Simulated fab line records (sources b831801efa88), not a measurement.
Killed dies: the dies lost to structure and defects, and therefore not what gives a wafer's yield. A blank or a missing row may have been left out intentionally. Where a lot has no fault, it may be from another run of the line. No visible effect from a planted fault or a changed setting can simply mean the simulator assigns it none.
Which tool did it? -- flow sky130 -- Sampling: 24 lots, 72 wafers, 4 of 708 route steps

== WHAT EACH GAUGE READ, for each wafer ==
SKY_VT_ADJUST_PCH_OVL_MEAS_07.
lot,measured,on,VT_ADJUST_PCH_OVL (nm)
L074,day 10 06:50,overlay-01,-0.3 -2.0 -0.3
L075,day 10 18:11,overlay-01,-2.5 0.8 -1.4
L076,day 10 23:47,overlay-01,0.3 0.9 1.1
L077,day 11 10:28,overlay-01,0.8 -1.8 -0.3
L079,day 12 03:50,overlay-02,-1.7 -1.7 -1.9
L078,day 12 05:37,overlay-02,-3.0 -3.3 -2.6
L080,day 13 02:16,overlay-01,-1.2 -2.5 -3.9
L081,day 13 03:16,overlay-02,-1.9 -1.3 -1.3
L082,day 13 14:26,overlay-02,-0.6 0.6 1.2
L083,day 13 19:56,overlay-02,-3.2 -1.2 0.7
L084,day 14 09:57,overlay-02,-3.7 -1.0 -1.7
L086,day 14 12:40,overlay-02,-1.4 1.6 -1.5
L085,day 14 13:01,overlay-02,-2.9 -3.4 -3.1
L087,day 14 18:37,overlay-02,1.5 2.7 -0.5
L089,day 15 03:55,overlay-01,-0.4 -1.2 0.5
L088,day 15 05:38,overlay-01,-1.7 -3.7 -4.1
L090,day 15 21:14,overlay-02,-2.0 -1.4 -0.7
L091,day 15 23:56,overlay-01,-1.7 -0.7 -1.3
L092,day 16 05:55,overlay-02,0.1 0.2 -0.1
L093,day 16 13:44,overlay-01,-1.3 -1.0 0.9
L094,day 16 21:22,overlay-01,-1.4 -0.6 -0.7
L095,day 17 04:46,overlay-01,-0.4 0.5 -1.7
L096,day 17 14:07,overlay-01,-1.4 -0.1 -1.8
L097,day 18 00:28,overlay-01,-0.9 -0.8 -0.6

SKY_METAL2_OVL_MEAS_16.
lot,measured,on,METAL2_OVL (nm)
L074,day 34 20:50,overlay-01,-4 7 3
L075,day 35 17:05,overlay-02,1 -6 -5
L076,day 35 21:58,overlay-01,5 6 9
L077,day 36 01:21,overlay-01,-8 -8 -7
L079,day 36 12:53,overlay-02,5 -4 4
L078,day 37 02:26,overlay-02,0 -4 -7
L080,day 37 15:20,overlay-02,4 7 -2
L081,day 37 18:08,overlay-02,1 1 -8
L082,day 38 07:11,overlay-02,-9 -7 -10
L083,day 38 13:04,overlay-01,-11 -8 -9
L084,day 39 01:47,overlay-02,-7 -8 -10
L086,day 39 06:02,overlay-02,0 -9 -5
L085,day 39 03:40,overlay-01,-2 -2 10
L087,day 39 12:11,overlay-02,-16 -11 -7
L089,day 39 15:17,overlay-01,-5 -9 -8
L088,day 39 19:38,overlay-01,-3 0 4
L090,day 40 06:10,overlay-02,-1 -5 -7
L091,day 40 12:20,overlay-02,6 4 10
L092,day 40 15:52,overlay-02,12 8 12
L093,day 40 19:07,overlay-01,-1 -2 -5
L094,day 40 23:57,overlay-02,2 -2 -2
L095,day 41 06:55,overlay-01,-8 -8 -15
L096,day 41 13:38,overlay-02,-4 2 -6
L097,day 42 09:26,overlay-02,0 1 5

SKY_VIA3_RS_MEAS_22: measurement is done with a four-point probe.
lot,measured,on,VIA3_W_RS (ohm/sq)
L074,day 39 10:49,filmMetro-01,0.294 0.292 0.296
L075,day 40 03:56,filmMetro-01,0.292 0.295 0.289
L076,day 40 09:49,filmMetro-04,0.292 0.296 0.294
L077,day 40 12:31,filmMetro-02,0.283 0.288 0.282
L079,day 40 22:40,filmMetro-01,0.295 0.294 0.293
L078,day 41 10:38,filmMetro-02,0.295 0.294 0.286
L080,day 41 22:28,filmMetro-02,0.297 0.297 0.295
L081,day 41 23:52,filmMetro-02,0.297 0.291 0.297
L082,day 42 13:51,filmMetro-02,0.295 0.294 0.294
L083,day 42 19:19,filmMetro-01,0.294 0.293 0.295
L084,day 43 07:04,filmMetro-04,0.291 0.286 0.292
L086,day 43 11:36,filmMetro-02,0.298 0.296 0.297
L085,day 43 09:08,filmMetro-01,0.298 0.294 0.288
L087,day 43 16:55,filmMetro-02,0.297 0.290 0.286
L089,day 43 19:08,filmMetro-01,0.289 0.286 0.296
L088,day 43 22:44,filmMetro-01,0.297 0.288 0.287
L090,day 44 10:37,filmMetro-01,0.296 0.287 0.286
L091,day 44 15:31,filmMetro-02,0.293 0.297 0.301
L092,day 44 19:05,filmMetro-04,0.286 0.292 0.287
L093,day 44 21:46,filmMetro-04,0.296 0.297 0.296
L094,day 45 01:52,filmMetro-01,0.296 0.295 0.294
L095,day 45 08:09,filmMetro-04,0.295 0.298 0.294
L096,day 45 14:38,filmMetro-01,0.296 0.293 0.299
L097,day 46 08:22,filmMetro-01,0.295 0.297 0.295

SKY_VIA4_OVL_MEAS_11.
lot,measured,on,VIA4_OVL (nm)
L074,day 42 13:08,overlay-02,-1.2 0.5 1.3
L075,day 43 03:55,overlay-01,1.8 2.0 0.9
L076,day 43 10:53,overlay-01,1.4 1.7 0.2
L077,day 43 12:51,overlay-01,1.4 0.6 1.4
L079,day 43 21:59,overlay-01,-2.2 -1.6 -2.7
L078,day 44 11:28,overlay-02,-0.6 -1.1 1.3
L080,day 44 21:13,overlay-01,1.0 0.4 1.7
L081,day 44 22:46,overlay-01,2.9 4.4 3.6
L082,day 45 11:03,overlay-02,0.8 1.3 2.1
L083,day 45 16:30,overlay-02,-1.8 -1.4 -0.2
L084,day 46 01:48,overlay-01,1.0 0.4 0.8
L086,day 46 08:15,overlay-01,0.3 0.8 0.3
L085,day 46 05:10,overlay-01,2.7 2.1 2.0
L087,day 46 13:54,overlay-01,0.2 1.1 0.1
L089,day 46 14:05,overlay-01,-2.8 0.0 -0.3
L088,day 46 17:12,overlay-01,1.1 -0.1 0.3
L090,day 47 04:27,overlay-02,-2.5 -2.4 -2.6
L091,day 47 09:17,overlay-02,-0.4 -0.9 1.4
L092,day 47 11:18,overlay-02,-0.8 0.0 0.0
L093,day 47 14:50,overlay-02,-0.8 -1.7 -3.1
L094,day 47 15:48,overlay-01,2.0 0.2 1.5
L095,day 47 23:52,overlay-02,0.0 -0.5 0.9
L096,day 48 05:27,overlay-01,2.4 3.2 1.1
L097,day 48 21:28,overlay-02,-0.4 0.7 0.9

== EACH LOT AND THE TOOL THAT RAN IT (in order: tool; ch and the chambers of the sampled wafers; start) ==
Record: no process step prior to these readings.

== AS READ BY THE TOOLS THEMSELVES (means over the sampled wafers that have a number; for cases with no such wafer, the mark the record gives instead) ==
The record holds no such reading with a usual standard deviation.

== THE ANSWER, worked out from the rows above alone ==
Rule: usual is defined by the lots themselves. The widest of any qualifying gaps counts: lots, ordered by their means at a reading, are off when they make up no more than a third of the lots, leave a main group of 4 or more, and stand apart from it by 3 or more times the standard deviation of that group's means. A main group is skipped when, at the precision printed for the reading in the tables above, its means are all equal. A lot without any number at a reading at which 4 lots or more have one is off too. The other lots that the step has rows for count as sound. The gauges are gone through in route order, then the tools' own readings, and for those a lot's mean is taken as printed above. At the first step where some lot is off, the reading lying furthest off is the one used; lots without a number count as furthest.
Nothing can be told from this: no lot is off at any reading shown.

== WHAT THE SIMULATOR HAD PUT IN ==
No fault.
